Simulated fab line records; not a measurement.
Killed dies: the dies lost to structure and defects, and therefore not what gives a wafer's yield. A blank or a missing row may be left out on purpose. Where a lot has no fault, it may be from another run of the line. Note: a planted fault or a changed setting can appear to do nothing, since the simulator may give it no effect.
Which tool is to blame?    flow gf180mcu    35 wafers from 12 lots sampled at 5 of the route's 602 steps

== WHAT THE GAUGES SHOWED, per wafer ==
GF_V2_RS_MEAS_24: measures by four-point-probe.
lot   measured      on             V2_W_RS (ohm/sq)
L829  day 20 07:41  film_metro-01  0.324 0.329 0.321
L831  day 21 05:40  film_metro-01  0.325 0.326 0.325
L833  day 22 01:59  film_metro-04  0.326 0.321 0.324
L834  day 22 07:14  film_metro-02  0.327 0.327 0.326
L837  day 23 07:42  film_metro-02  0.333 0.330 0.330
L838  day 23 17:09  film_metro-02  0.326 0.326 0.331
L839  day 24 04:50  film_metro-01  0.320 0.323 0.325
L840  day 24 10:04  film_metro-01  0.317 0.319 0.320
L842  day 25 05:37  film_metro-01  0.324 0.320 0.323
L843  day 25 07:31  film_metro-02  0.330 0.328
L851  day 27 14:20  film_metro-02  0.331 0.329 0.327
L852  day 28 07:30  film_metro-02  0.325 0.323 0.328

GF_V3_THK_MEAS_03.
lot   measured      on             V3_CVD_02_THK (nm)
L829  day 21 09:39  film_metro-04  851 852 847
L831  day 22 06:54  film_metro-02  852 852 858
L833  day 23 02:23  film_metro-04  856 859 871
L834  day 23 08:17  film_metro-02  828 838 849
L837  day 24 07:11  film_metro-02  850 851 870
L838  day 24 17:11  film_metro-04  853 857 867
L839  day 25 04:16  film_metro-03  841 859 832
L840  day 25 09:16  film_metro-03  839 852 856
L842  day 26 04:06  film_metro-04  906 863 895
L843  day 26 07:10  film_metro-03  860 919
L851  day 28 12:43  film_metro-04  847 861 842
L852  day 29 05:25  film_metro-04  831 846 857

== WHICH TOOL RAN EACH LOT (tool, then ch and the chambers of the sampled wafers, then the start) ==
lot   GF_V2_CVD_23                   GF_M3_SPUTTER_04              GF_V3_CVD_02
L829  cvd_w-01 ch 0,1, day 20 07:35  pvd_sputter-02, day 20 08:21  pecvd-01 ch 0,1,2, day 21 09:35
L831  cvd_w-02 ch 0, day 21 05:27    pvd_sputter-01, day 21 06:18  pecvd-01 ch 0,1,2, day 22 06:49
L833  cvd_w-01 ch 0,1, day 22 01:53  pvd_sputter-02, day 22 02:39  pecvd-03 ch 1,2, day 23 02:19
L834  cvd_w-01 ch 0,1, day 22 07:07  pvd_sputter-02, day 22 08:19  pecvd-02 ch 0,1,2, day 23 08:13
L837  cvd_w-02 ch 0,1, day 23 07:34  pvd_sputter-02, day 23 08:20  pecvd-01 ch 1,2, day 24 07:07
L838  cvd_w-02 ch 0, day 23 17:01    pvd_sputter-02, day 23 17:47  pecvd-02 ch 0,1,2, day 24 17:07
L839  cvd_w-01 ch 0,1, day 24 04:43  pvd_sputter-01, day 24 05:29  pecvd-03 ch 0,1,2, day 25 04:12
L840  cvd_w-01 ch 0,1, day 24 09:57  pvd_sputter-02, day 24 10:44  pecvd-03 ch 0,1, day 25 09:12
L842  cvd_w-01 ch 0,1, day 25 05:31  pvd_sputter-02, day 25 06:14  pecvd-03 ch 1,2, day 26 04:01
L843  cvd_w-02 ch 0,1, day 25 07:23  pvd_sputter-02, day 25 08:08  pecvd-03 ch 1,2, day 26 07:05
L851  cvd_w-02 ch 0,1, day 27 14:14  pvd_sputter-04, day 27 15:23  pecvd-02 ch 0,1,2, day 28 12:38
L852  cvd_w-02 ch 0,1, day 28 07:22  pvd_sputter-02, day 28 08:08  pecvd-03 ch 1,2, day 29 05:18
- GF_V2_CVD_23: deposits W, target thk 350 nm, time 104.94 s.
- GF_M3_SPUTTER_04: material TiN, target thk 50 nm, time 41.7 s.
- GF_V3_CVD_02: deposits SiO2 from TEOS, target thk 850 nm, time 94.851 s.

== WHAT THE TOOLS THEMSELVES READ (means of the sampled wafers that have a number; where no wafer has one, the mark that the record gives instead) ==
GF_V2_CVD_23.
lot   tool      heater_power_w (W)
L829  cvd_w-01  843
L831  cvd_w-02  802
L833  cvd_w-01  836
L834  cvd_w-01  928
L837  cvd_w-02  822
L838  cvd_w-02  810
L839  cvd_w-01  845
L840  cvd_w-01  929
L842  cvd_w-01  927
L843  cvd_w-02  850
L851  cvd_w-02  825
L852  cvd_w-02  863

GF_M3_SPUTTER_04.
lot   tool            throttle_valve_pct (%)
L829  pvd_sputter-02  28.8
L831  pvd_sputter-01  30.0
L833  pvd_sputter-02  29.7
L834  pvd_sputter-02  29.1
L837  pvd_sputter-02  29.6
L838  pvd_sputter-02  29.3
L839  pvd_sputter-01  30.2
L840  pvd_sputter-02  29.3
L842  pvd_sputter-02  29.7
L843  pvd_sputter-02  29.2
L851  pvd_sputter-04  29.9
L852  pvd_sputter-02  29.5

GF_V3_CVD_02.
lot   tool      heater_power_w (W)
L829  pecvd-01  746
L831  pecvd-01  738
L833  pecvd-03  579
L834  pecvd-02  692
L837  pecvd-01  761
L838  pecvd-02  663
L839  pecvd-03  575
L840  pecvd-03  537
L842  pecvd-03  606
L843  pecvd-03  640
L851  pecvd-02  678
L852  pecvd-03  590

== THE ANSWER, worked out from the rows above alone ==
Rule: the usual values come from the lots themselves. The widest of any qualifying gaps counts: lots, ordered by their means at a reading, are off when they make up no more than a third of the lots, leave a main group of 4 or more, and stand apart from it by 3 or more times the standard deviation of that group's means. A main group is skipped when, at the precision printed for the reading in the tables above, its means are all equal. Also off: a lot with no number at a reading for which 4 or more lots have one. The other lots that the step has rows for count as sound. First the gauges in route order, then the tools' own readings, where a lot's mean is used as printed above. The first step at which some lot is off is used, and at that step the reading that is off furthest; a lot without a number counts as furthest.
Off: L842, L843, at GF_V3_THK_MEAS_03 (V3_CVD_02_THK). For the main group the mean is 851 nm and the standard deviation 7.
A tool fits if, at a process step before that reading, it ran every lot that is off, and no sound lot after the first of them. Gauges at GF_V3_THK_MEAS_03: tried the same way as those tools. None of those tried fits.

== WHAT THE SIMULATOR HAD PUT IN ==
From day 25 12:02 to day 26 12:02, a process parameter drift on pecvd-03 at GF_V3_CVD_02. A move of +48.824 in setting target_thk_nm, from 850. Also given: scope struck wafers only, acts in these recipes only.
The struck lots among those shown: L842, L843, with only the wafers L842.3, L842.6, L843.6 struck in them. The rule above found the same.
